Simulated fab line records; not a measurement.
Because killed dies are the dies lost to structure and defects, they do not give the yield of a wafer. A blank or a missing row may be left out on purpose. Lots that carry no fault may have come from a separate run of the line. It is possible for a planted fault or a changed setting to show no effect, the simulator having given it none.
The tool behind it: which one? + flow sky130 + 11 lots with 33 wafers sampled at 5 steps, on a route of 708 steps

== WHAT EACH GAUGE READ, for each wafer ==
SKY_PWDE_OVL_MEAS_07. Usual: for PWDE_OVL the level is -0.4 nm and the standard deviation is 1.4.
| lot  | measured    | on         | PWDE_OVL (nm)  | flag |
|------|-------------|------------|----------------|------|
| L859 | day 4 03:40 | overlay-01 | 2.0 1.2 1.1    |      |
| L860 | day 4 04:28 | overlay-01 | -2.3 -0.6 -2.1 |      |
| L864 | day 5 01:46 | overlay-01 | -3.3 -0.6 -1.9 |      |
| L872 | day 6 21:19 | overlay-02 | -1.3 -0.6 -0.9 |      |
| L874 | day 7 13:10 | overlay-02 | 1.8 2.9 0.6    |      |
| L875 | day 7 19:40 | overlay-01 | -1.5 -0.9 -1.8 |      |
| L876 | day 7 21:23 | overlay-01 | -0.1 -0.2 -0.9 |      |
| L877 | day 8 05:10 | overlay-02 | 0.2 -0.3 0.7   |      |
| L880 | day 8 15:13 | overlay-02 | -1.6 -0.1 -0.7 |      |
| L881 | day 8 21:20 | overlay-02 | -1.7 0.3 -1.9  |      |
| L882 | day 9 23:53 | overlay-02 | 2.0 1.7 1.3    |      |

SKY_VT_ADJUST_LVTN_OVL_MEAS_18. Usual: for VT_ADJUST_LVTN_01_OVL the level is 0.7 nm and the standard deviation is 1.4.
| lot  | measured     | on         | VT_ADJUST_LVTN_01_OVL (nm) | flag |
|------|--------------|------------|----------------------------|------|
| L859 | day 7 23:52  | overlay-01 | 1.9 2.9 1.0                |      |
| L860 | day 8 02:01  | overlay-01 | -1.6 0.5 -1.0              |      |
| L864 | day 9 01:52  | overlay-01 | - - -                      | OFF  |
| L872 | day 11 05:44 | overlay-02 | 1.2 1.1 0.9                |      |
| L874 | day 11 21:47 | overlay-01 | 2.4 2.2 1.2                |      |
| L875 | day 12 05:50 | overlay-01 | 1.6 1.3 1.1                |      |
| L876 | day 12 08:19 | overlay-02 | 1.4 2.1 2.8                |      |
| L877 | day 12 17:04 | overlay-02 | 1.9 1.6 1.7                |      |
| L880 | day 13 07:10 | overlay-01 | -1.7 -1.4 1.5              |      |
| L881 | day 13 14:46 | overlay-01 | -0.8 -1.3 0.3              |      |
| L882 | day 14 20:41 | overlay-02 | 0.7 0.4 1.0                |      |

SKY_VT_ADJUST_LVTN_TW_MEAS_21. Usual: for VT_ADJUST_LVTN_2_TW the level is 187.7 and the standard deviation is 1.
| lot  | measured     | on            | VT_ADJUST_LVTN_2_TW | flag |
|------|--------------|---------------|---------------------|------|
| L859 | day 8 00:09  | film_metro-03 | 186.8 186.4 186.0   |      |
| L860 | day 8 02:18  | film_metro-02 | 189.3 189.2 188.6   |      |
| L864 | day 9 02:09  | film_metro-03 | 29.7 29.8 29.6      | OFF  |
| L872 | day 11 06:01 | film_metro-03 | 187.5 186.8 187.3   |      |
| L874 | day 11 22:04 | film_metro-03 | 186.3 186.5 186.9   |      |
| L875 | day 12 06:08 | film_metro-04 | 189.1 189.4 189.1   |      |
| L876 | day 12 08:37 | film_metro-04 | 189.1 188.0 188.4   |      |
| L877 | day 12 17:21 | film_metro-02 | 187.6 188.4 186.8   |      |
| L880 | day 13 07:27 | film_metro-03 | 186.8 188.1 186.6   |      |
| L881 | day 13 15:04 | film_metro-03 | 187.2 186.8 186.2   |      |
| L882 | day 14 20:58 | film_metro-03 | 186.4 186.5 186.3   |      |

SKY_VT_ADJUST_NCORE_OVL_MEAS_08. Usual: for VT_ADJUST_NCORE_OVL the level is -0.5 nm and the standard deviation is 1.2.
| lot  | measured     | on         | VT_ADJUST_NCORE_OVL (nm) | flag |
|------|--------------|------------|--------------------------|------|
| L859 | day 8 18:08  | overlay-01 | -2.5 -1.9 -1.3           |      |
| L860 | day 8 20:02  | overlay-02 | 1.4 0.7 -0.9             |      |
| L864 | day 9 23:56  | overlay-02 | -1.7 0.1 -1.8            |      |
| L872 | day 12 04:29 | overlay-01 | -0.4 -0.8 -0.7           |      |
| L874 | day 12 20:32 | overlay-01 | -3.1 -2.3 -1.7           |      |
| L875 | day 13 05:25 | overlay-02 | -2.3 -0.6 -0.6           |      |
| L876 | day 13 08:20 | overlay-01 | 0.4 0.9 0.5              |      |
| L877 | day 13 17:14 | overlay-01 | 0.0 -1.2 -0.2            |      |
| L880 | day 14 08:53 | overlay-01 | 0.6 -0.4 -0.4            |      |
| L881 | day 14 16:57 | overlay-01 | -0.4 0.7 -0.4            |      |
| L882 | day 15 23:53 | overlay-02 | -2.4 0.2 0.1             |      |

== EACH LOT AND THE TOOL THAT RAN IT (in order: tool; ch and the chambers of the sampled wafers; start) ==
| lot  | SKY_VT_ADJUST_LVTN_EXPOSE_15        |
|------|-------------------------------------|
| L859 | iline_stepper-02 ch 0, day 7 14:11  |
| L860 | iline_stepper-01 ch 0, day 7 15:54  |
| L864 | iline_stepper-01 ch 0, day 8 15:47  |
| L872 | iline_stepper-01 ch 0, day 10 18:26 |
| L874 | iline_stepper-02 ch 0, day 11 10:49 |
| L875 | iline_stepper-01 ch 0, day 11 19:03 |
| L876 | iline_stepper-02 ch 0, day 11 21:34 |
| L877 | iline_stepper-02 ch 0, day 12 06:01 |
| L880 | iline_stepper-01 ch 0, day 12 19:08 |
| L881 | iline_stepper-01 ch 0, day 13 02:53 |
| L882 | iline_stepper-01 ch 0, day 14 08:30 |
- SKY_VT_ADJUST_LVTN_EXPOSE_15: exposes mask HVN STD DERIVED, target cd 600 nm.

== AS READ BY THE TOOLS THEMSELVES (means over the sampled wafers that have a number; for cases with no such wafer, the mark the record gives instead) ==
SKY_VT_ADJUST_LVTN_EXPOSE_15. Usual: stage_vel_mm_s 500.02 mm/s, standard deviation 0.25.
| lot  | tool             | stage_vel_mm_s (mm/s) | flag |
|------|------------------|-----------------------|------|
| L859 | iline_stepper-02 | 500.04                |      |
| L860 | iline_stepper-01 | 499.98                |      |
| L864 | iline_stepper-01 | 500.01                |      |
| L872 | iline_stepper-01 | 499.98                |      |
| L874 | iline_stepper-02 | 499.93                |      |
| L875 | iline_stepper-01 | 499.89                |      |
| L876 | iline_stepper-02 | 500.13                |      |
| L877 | iline_stepper-02 | 499.84                |      |
| L880 | iline_stepper-01 | 500.20                |      |
| L881 | iline_stepper-01 | 499.91                |      |
| L882 | iline_stepper-01 | 500.08                |      |

== THE ANSWER, worked out from the rows above alone ==
Rule: a lot is off if the mean of its wafers that have a number lies more than 3 standard deviations from the usual mean. Also off: a lot with no number at a reading for which 4 or more lots have one. Any other lot the step has rows for is counted as sound. Order of review: gauges by route order, followed by the tools' own readings, for which a lot's mean as printed above is used. At the first step where some lot is off, the reading lying furthest off is the one used; lots without a number count as furthest.
Off: L864, seen at SKY_VT_ADJUST_LVTN_OVL_MEAS_18 (VT_ADJUST_LVTN_01_OVL). Without a number there: L864.
A tool fits if, at a process step before that reading, it ran every lot that is off, and no sound lot after the first of them. Not tried: the gauges at SKY_VT_ADJUST_LVTN_OVL_MEAS_18; whatever is off there is also off at SKY_VT_ADJUST_LVTN_TW_MEAS_21, on other tools, and gauge error can't account for it. Not one of the candidates tried fits.

== WHAT WAS PUT IN BY THE SIMULATOR ==
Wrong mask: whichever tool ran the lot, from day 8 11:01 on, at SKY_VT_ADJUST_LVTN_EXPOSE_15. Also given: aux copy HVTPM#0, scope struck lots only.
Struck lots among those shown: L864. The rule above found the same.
